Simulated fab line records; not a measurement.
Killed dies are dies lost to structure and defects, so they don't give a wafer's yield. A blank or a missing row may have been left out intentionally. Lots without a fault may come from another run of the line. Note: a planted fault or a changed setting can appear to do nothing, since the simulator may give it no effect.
A struck lot beside a sound one + flow gf180mcu + 28 out of 602 route steps
Sound: the wafers L526.3, L526.4, L526.6. Struck: wafers L542.4, L542.6. (L542.2 of the same lot was not struck and is left out.) The cause comes at the end.
Each step with rows lists, per side, the tool, then ch with its chambers, then its first start. Under that, the readings that differ: sound wafers + struck wafers + difference of the means + sigmas: that difference in standard deviations of wafers without a fault.
alike: words and numbers the same on both sides, and readings whose means are apart by under 2 such deviations; not compared: readings that were withheld, readings missing a value for some wafer, numbers with overlapping values and no deviation given by the record, and bounds like >300 which may hide the same value.
A row with sigmas, a row that says differs or no value, or rows on one side alone: a step with any of these is where the two part. Non-overlapping numbers with no deviation appear without sigmas and do not part them. Lack of a reading on every wafer of one side parts them only where that side has two or more wafers.

GF_V3_ETCH_16: etches BARC in N2/H2.
  sound on rie-diel-03 ch 0,1,2, day 22 14:34; struck on rie-diel-03 ch 0,1, day 28 01:34
  alike: drypump-motor-current-A, oes-product-au, throttle-valve-pct
then, 1 step without rows for these wafers: GF_V3_ETCH_17 (etches SiO2 in C4F8/O2/Ar, stops on TiN, target depth 635 nm).
GF_V3_STRIP_18: strips in O2/N2.
  sound on plasma-asher-03 ch 0,1, day 22 14:43; struck on plasma-asher-02 ch 0,1, day 28 01:41
| reading            | sound       | struck  | difference | sigmas |
|--------------------|-------------|---------|------------|--------|
| heater-power-w (W) | 280 326 283 | 343 425 | +88        | +2     |
  alike: drypump-motor-current-A, oes-product-au
  not compared: rf-hours-counter-h
then, 4 steps without rows for these wafers: GF_V3_STRIP_19 (strips in post etch residue remover, time 1200 s); GF_V3_CLEAN_20 (cleans in DIW); GF_V3_SPUTTER_21 (material Ti, target thk 15 nm, time 80.02 s); GF_V3_SPUTTER_22 (material TiN, target thk 10 nm, time 40 s).
GF_V3_CVD_23: deposits W, target thk 350 nm, time 104.9 s.
  sound on cvd-w-02 ch 0,1, day 22 15:22; struck on cvd-w-02 ch 0,1, day 28 02:19
  alike: chamber-pressure-Torr, heater-power-w
GF_V3_RS_MEAS_24: measurement is done with a four-point probe.
  struck on film-metro-01, day 28 02:28; sound on film-metro-01, day 22 15:28
  alike: V3_W_RS
GF_V3_THK_MEAS_25: measures by xrf.
  struck on film-metro-01, day 28 02:35; sound on film-metro-01, day 22 15:34
  alike: V3_W_THK
then, 1 step without rows for these wafers: GF_V3_CMP_26 (polishes, stops on SiO2, t overpolish 15 s, target thk 0 nm).
GF_M4_SPUTTER_00: material Ti, target thk 37.5 nm, time 150 s.
  struck on pvd-sputter-01, day 28 02:56; sound on pvd-sputter-03, day 22 15:55
  alike: throttle-valve-pct
GF_M4_SPUTTER_01: material TiN, target thk 30 nm, time 25 s.
  struck on pvd-sputter-01, day 28 03:02; sound on pvd-sputter-03, day 22 16:01
| reading                                | sound             | struck      | difference | sigmas |
|----------------------------------------|-------------------|-------------|------------|--------|
| model.TiN_of_M4_SPUTTER_01.thk-nm (nm) | 30.24 30.13 30.22 | 27.08 26.66 | -3.33      |        |
  alike: throttle-valve-pct
then, 1 step without rows for these wafers: GF_M4_SPUTTER_02 (material AlCu, target thk 450 nm, time 23.9 s).
GF_M4_SPUTTER_03: material Ti, target thk 10 nm, time 6.7 s.
  struck on pvd-sputter-01, day 28 03:07; sound on pvd-sputter-03, day 22 16:04
  alike: throttle-valve-pct
then, 1 step without rows for these wafers: GF_M4_SPUTTER_04 (material TiN, target thk 50 nm, time 41.7 s).
GF_M4_RS_MEAS_05: measurement is done with a four-point probe.
  struck on film-metro-01, day 28 03:12; sound on film-metro-02, day 22 16:10
  alike: M4_ALCU_RS
GF_M4_THK_MEAS_06: measures by xrf.
  struck on film-metro-01, day 28 03:19; sound on film-metro-02, day 22 16:16
| reading          | sound       | struck  | difference | sigmas |
|------------------|-------------|---------|------------|--------|
| M4_ALCU_THK (nm) | 463 458 457 | 444 449 | -13        | -2     |
then, 7 steps without rows for these wafers: GF_M4_DEHYDRATE_07 (time 60 s); GF_M4_HMDS_08 (prime time 60 s); GF_M4_COAT_09 (resist thk 1000 nm); GF_M4_SOFTBAKE_10 (time 60 s); GF_M4_EXPOSE_11 (exposes mask Metal4, target cd 280 nm); GF_M4_PEB_12 (peb time 90 s); GF_M4_DEVELOP_13 (develop time 60 s).
GF_M4_CD_MEAS_14: the cd target is 280 nm.
  struck on cd-sem-01, day 28 22:04; sound on cd-sem-01, day 23 15:08
| reading    | sound             | struck      | difference | sigmas |
|------------|-------------------|-------------|------------|--------|
| cd-nm (nm) | 280.7 279.9 281.0 | 275.8 274.5 | -5.4       | -5     |
GF_M4_OVL_MEAS_15:
  struck on overlay-01, day 28 22:11; sound on overlay-01, day 23 15:13
| reading     | sound   | struck | difference | sigmas |
|-------------|---------|--------|------------|--------|
| M4_OVL (nm) | 2 0 -10 | 9 11   | +13        | +2     |
-- the record jumps here: 5 days lie between the struck wafers' starts before and after (it left off in module M4 and takes up again in module PASSIVATION, whose first step shown is number 602 of the route) --
GF_PASSIVATION_PROBE_99:
  record: rows for the struck wafers here (prober-01, day 33 16:34), none for the sound ones

== WHERE THEY PART ==
Earliest at GF_V3_STRIP_18; latest, in this record, at GF_PASSIVATION_PROBE_99.

WHY: the cause the simulator had injected
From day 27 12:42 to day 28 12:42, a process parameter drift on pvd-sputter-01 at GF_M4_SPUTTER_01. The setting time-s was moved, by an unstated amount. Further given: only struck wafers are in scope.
